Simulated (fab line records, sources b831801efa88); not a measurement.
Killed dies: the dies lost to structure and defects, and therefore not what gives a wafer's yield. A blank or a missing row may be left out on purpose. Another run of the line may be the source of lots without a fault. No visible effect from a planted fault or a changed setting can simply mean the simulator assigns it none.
Which tool is to blame? -- flow gf180mcu -- 13 lots, 39 wafers sampled, at 5 steps of a route of 602

== WHAT THE GAUGES READ, wafer by wafer ==
GF_STI_THK_MEAS_02.
lot,measured,on,STI_OXIDATION_THK (nm)
L489,day 1 19:33,film metro-03,10.05 10.11 10.15
L490,day 1 22:29,film metro-04,10.12 9.97 9.90
L491,day 2 02:56,film metro-04,9.98 10.21 10.19
L492,day 2 08:42,film metro-03,10.32 10.34 10.35
L493,day 2 14:28,film metro-04,10.11 10.10 10.32
L494,day 2 17:42,film metro-03,9.93 10.00 10.03
L496,day 3 04:38,film metro-04,10.38 10.27 10.25
L497,day 3 11:14,film metro-03,10.17 10.32 10.15
L498,day 3 14:04,film metro-02,10.27 10.21 10.18
L499,day 3 18:31,film metro-03,10.11 10.34 10.36
L500,day 4 03:14,film metro-03,16.06 16.16 16.20 16.08 16.18 16.22
L501,day 4 06:07,film metro-03,16.51 16.50 17.09 16.49 16.51 17.07
L502,day 4 11:33,film metro-03,16.33 16.39 16.49 16.29 16.39 16.44

GF_HV_LDD_OVL_MEAS_47.
lot,measured,on,HV_LDD_03_OVL (nm)
L489,day 12 16:32,overlay-02,1.1 1.0 0.6
L490,day 13 04:58,overlay-02,-0.7 -0.5 0.9
L491,day 13 12:17,overlay-01,0.9 0.7 1.3
L492,day 13 23:02,overlay-01,1.5 0.7 1.6
L493,day 14 01:22,overlay-01,2.6 -0.1 0.5
L494,day 14 11:45,overlay-01,0.4 -0.7 1.5
L496,day 14 20:46,overlay-02,0.5 0.1 1.6
L497,day 15 15:39,overlay-02,-0.3 -0.5 -0.2
L498,day 15 22:05,overlay-01,2.7 4.4 3.7
L499,day 16 02:44,overlay-02,-1.7 -3.3 -4.3
L500,day 16 10:19,overlay-02,-0.5 0.2 0.0
L501,day 16 22:26,overlay-01,0.5 1.1 1.8
L502,day 17 02:34,overlay-01,0.7 0.5 0.1

GF_SAB_CD_MEAS_09: target cd 420 nm.
lot,measured,on,cd nm (nm)
L489,day 15 09:16,cd sem-01,423.8 424.3 423.4
L490,day 16 00:32,cd sem-02,418.2 417.4 416.8
L491,day 16 06:10,cd sem-01,419.9 418.9 420.2
L492,day 16 19:46,cd sem-01,419.0 417.6 419.5
L493,day 16 21:37,cd sem-01,422.7 424.5 421.3
L494,day 17 09:13,cd sem-01,420.0 420.0 419.2
L496,day 17 21:07,cd sem-01,421.8 421.2 420.7
L497,day 18 14:49,cd sem-01,419.3 417.7 420.9
L498,day 18 22:47,cd sem-01,417.0 415.7 416.4
L499,day 19 04:43,cd sem-01,417.6 417.4 419.2
L500,day 19 12:59,cd sem-02,421.1 421.8 422.1
L501,day 20 03:28,cd sem-01,420.9 420.5 420.3
L502,day 20 06:18,cd sem-02,423.2 422.7 421.4

== EACH LOT AND THE TOOL THAT RAN IT (in order: tool; ch and the chambers of the sampled wafers; start) ==
lot,GF_STI_OXIDATION_01,GF_HV_LDD_STRIP_22
L489,"furnace-02 ch 0, day 1 18:07","plasma asher-04 ch 0,1, day 11 00:56"
L490,"furnace-02 ch 0, day 1 21:04","plasma asher-01 ch 0,1, day 11 13:05"
L491,"furnace-01 ch 0, day 2 01:33","plasma asher-04 ch 0,1, day 11 20:33"
L492,"furnace-02 ch 0, day 2 07:18","plasma asher-01 ch 0,1, day 12 07:36"
L493,"furnace-01 ch 0, day 2 13:05","plasma asher-02 ch 0,1, day 12 09:01"
L494,"furnace-02 ch 0, day 2 16:17","plasma asher-04 ch 0,1, day 12 19:50"
L496,"furnace-02 ch 0, day 3 03:14","plasma asher-04 ch 0,1, day 13 03:49"
L497,"furnace-01 ch 0, day 3 09:49","plasma asher-01 ch 0,1, day 13 20:08"
L498,"furnace-01 ch 0, day 3 12:40","plasma asher-04 ch 0,1, day 14 02:13"
L499,"furnace-02 ch 0, day 3 17:07","plasma asher-04 ch 0,1, day 14 07:04"
L500,"furnace-01 ch 0, day 3 23:04","plasma asher-01 ch 0,1, day 14 14:24"
L501,"furnace-01 ch 0, day 4 03:10","plasma asher-01 ch 0,1, day 15 02:12"
L502,"furnace-01 ch 0, day 4 08:07 and furnace-02 ch 0, day 4 10:10","plasma asher-01 ch 0,1, day 15 06:39"
- GF_STI_OXIDATION_01: stabilise 600 s, purge 300 s, target thk 10 nm.
- GF_HV_LDD_STRIP_22: strips in O2/N2.

== WHAT THE TOOLS THEMSELVES READ (means of the sampled wafers that have a number; where no wafer has one, the mark that the record gives instead) ==
GF_STI_OXIDATION_01.
lot,tool,spike tc top C (C),zone power bottom pct (%),zone power centre pct (%)
L489,furnace-02,908.7,27.5,19.6
L490,furnace-02,909.8,27.8,19.6
L491,furnace-01,914.2,28.9,18.3
L492,furnace-02,908.7,27.9,19.9
L493,furnace-01,914.1,28.9,18.1
L494,furnace-02,909.1,27.6,19.7
L496,furnace-02,908.5,27.9,19.7
L497,furnace-01,914.4,29.2,18.1
L498,furnace-01,914.8,29.2,18.2
L499,furnace-02,908.5,27.9,20.0
L500,furnace-01,914.4,29.0,18.2
L501,furnace-01,913.4,28.8,18.2
L502,furnace-01/furnace-02,911.5,28.4,19.0

GF_HV_LDD_STRIP_22.
lot,tool,drypump motor current A (A),heater power w (W),oes product au (a.u.),strip time to endpoint s (s)
L489,plasma asher-04,6.06,337,0.714,12.59
L490,plasma asher-01,5.61,360,0.715,12.64
L491,plasma asher-04,6.03,337,0.716,12.61
L492,plasma asher-01,5.62,360,0.714,12.66
L493,plasma asher-02,5.68,307,0.718,12.62
L494,plasma asher-04,6.06,329,0.719,12.66
L496,plasma asher-04,6.04,335,0.717,12.63
L497,plasma asher-01,5.71,325,0.713,12.59
L498,plasma asher-04,6.03,330,0.716,12.64
L499,plasma asher-04,6.08,326,0.718,12.59
L500,plasma asher-01,5.69,325,0.714,12.59
L501,plasma asher-01,5.66,362,0.714,12.66
L502,plasma asher-01,5.71,323,0.714,12.57

== THE ANSWER, worked out from the rows above alone ==
Rule: the usual values come from the lots themselves. Put in order of their means at a reading, lots are off if they are a third of the lots or fewer, leave a main group of 4 or more, and stand apart from it by a gap of 3 or more times the standard deviation of the main group's means; of several such gaps the widest counts. A main group whose means are all the same, to the digits that the tables above print for the reading, isn't used. A lot without any number at a reading at which 4 lots or more have one is off too. Any other lot the step has rows for is counted as sound. Order of review: gauges by route order, followed by the tools' own readings, for which a lot's mean as printed above is used. At the first step where some lot is off, the reading lying furthest off is the one used; lots without a number count as furthest.
Off: L500, L501, L502, at GF_STI_THK_MEAS_02 (STI_OXIDATION_THK). The main group has a mean of 10.17 nm with a standard deviation of 0.11.
If a tool, at a process step before that reading, ran all the lots that are off and no sound lot after the first of them, it fits. Gauges at GF_STI_THK_MEAS_02: tried the same way as those tools. 2 tools fit, furnace-01 at GF_STI_OXIDATION_01 and film metro-03 at GF_STI_THK_MEAS_02, so this cannot tell which one it is.

== WHAT WAS PUT IN BY THE SIMULATOR ==
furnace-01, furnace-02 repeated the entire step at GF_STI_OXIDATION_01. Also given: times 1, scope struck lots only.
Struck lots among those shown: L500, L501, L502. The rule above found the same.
